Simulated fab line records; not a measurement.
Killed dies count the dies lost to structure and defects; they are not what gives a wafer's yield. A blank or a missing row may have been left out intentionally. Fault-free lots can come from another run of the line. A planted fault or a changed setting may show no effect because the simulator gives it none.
A struck lot beside a sound one | flow gf180mcu | 17 steps out of a route of 602
Sound: these wafers, L905.1, L905.3, L905.5. Wafers struck: L919.3, L919.4, L919.5. The cause is named last.
At each step with rows: each side's tool, then ch and its chambers, then its first start. Under that, the readings that differ: sound wafers | struck wafers | difference of the means | sigmas: that difference in standard deviations of wafers without a fault.
alike: readings with means less than 2 such deviations apart, plus words and numbers identical on both sides. not compared: withheld readings, readings lacking a value on some wafer, bounds such as >300 that could conceal the same value, and numbers that have no deviation in the record and whose values overlap.
The two part at a step that has a row with sigmas, a row that says differs or no value, or rows on one side only. Numbers that have no deviation but don't overlap get no sigmas and don't part them. A reading missing from all wafers of one side parts the sides only when that side holds two or more wafers.

first, 1 step without rows for these wafers: GF_STI_OXIDATION_01 (stabilise 600 s, purge 300 s, target thk 10 nm).
GF_STI_THK_MEAS_02:
  sound on film metro-01, day 1 11:31; struck on film metro-01, day 4 09:32
  alike: STI_OXIDATION_THK
then, 1 step without rows for these wafers: GF_STI_CVD_03 (deposits Si3N4 from DCS/NH3, target thk 207.16 nm, time 3551 s).
GF_STI_THK_MEAS_04:
  sound on film metro-02, day 1 14:33; struck on film metro-04, day 4 11:35
  alike: STI_CVD_03_THK
then, 7 steps without rows for these wafers: GF_STI_DEHYDRATE_05 (time 60 s); GF_STI_HMDS_06 (prime time 60 s); GF_STI_COAT_07 (resist thk 700 nm); GF_STI_SOFTBAKE_08 (time 60 s); GF_STI_EXPOSE_09 (exposes mask COMP, target cd 220 nm); GF_STI_PEB_10 (peb time 90 s); GF_STI_DEVELOP_11 (develop time 60 s).
GF_STI_CD_MEAS_12 targets a cd of 220 nm.
  sound on cd sem-02, day 2 01:16; struck on cd sem-01, day 5 01:38
  alike: cd nm
GF_STI_ETCH_13: etches the open film in CHF3/O2, stops on Si, target depth 282.31 nm, time 112.9 s.
  sound on rie diel-04 ch 0,1,3, day 2 01:23; struck on rie diel-01 ch 1,3, day 5 01:43
  no value came back on the struck wafers for any of 5 readings (O2_flow_sccm (sccm), bias w (W) and others); on the sound wafers O2_flow_sccm (sccm) reads 5.006 5.014 4.989
  reading                              | sound             | struck            | difference | sigmas
  model.KrF_of_STI_COAT_07.thk nm (nm) | 446.1 439.5 444.6 | 683.9 683.2 683.9 | +240.3     |
  not compared: rf hours counter h
GF_STI_ETCH_14: etches Si in HBr/Cl2/O2, target depth 360 nm, time 102.9 s.
  sound on rie si-02 ch 1,2, day 2 01:28; struck on rie si-02 ch 0,1,3, day 5 01:48
  reading                              | sound             | struck            | difference | sigmas
  HBr_flow_sccm (sccm)                 | 150.1 150.2 150.8 | 149.3 149.7 149.5 | -0.9       | -2
  model.KrF_of_STI_COAT_07.thk nm (nm) | 323.2 319.6 323.3 | 560.3 562 563.3   | +239.8     |
  alike: O2_flow_sccm, drypump motor current A, oes product au, throttle valve pct
  not compared: rf hours counter h
GF_STI_STRIP_15: strips in O2/N2.
  sound on plasma asher-04 ch 0,1, day 2 01:34; struck on plasma asher-02 ch 0,1, day 5 01:55
  reading                      | sound             | struck            | difference | sigmas
  oes product au (a.u.)        | 0.384 0.382 0.378 | 0.481 0.494 0.480 | +0.104     | +21
  strip time to endpoint s (s) | 3.77 3.73 3.76    | 6.21 6.22 6.22    | +2.46      | +44
  alike: drypump motor current A, heater power w
  not compared: rf hours counter h
then, 1 step without rows for these wafers: GF_STI_CLEAN_16 (cleans in dHF, time 25 s).
-- the record jumps here: 28 days lie between the struck wafers' starts before and after (it left off in module STI and takes up again in module PASSIVATION, whose first step shown is number 602 of the route) --
GF_PASSIVATION_PROBE_99:
  only the struck wafers here have rows in the record (prober-01, day 33 00:58); the sound ones have none

== WHERE THEY PART ==
Last at GF_PASSIVATION_PROBE_99 as far as this record goes, first at GF_STI_ETCH_13.

WHY: the cause the simulator had injected
Skipped step whole: rie diel-01, from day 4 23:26 on, at GF_STI_ETCH_13. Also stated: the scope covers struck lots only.
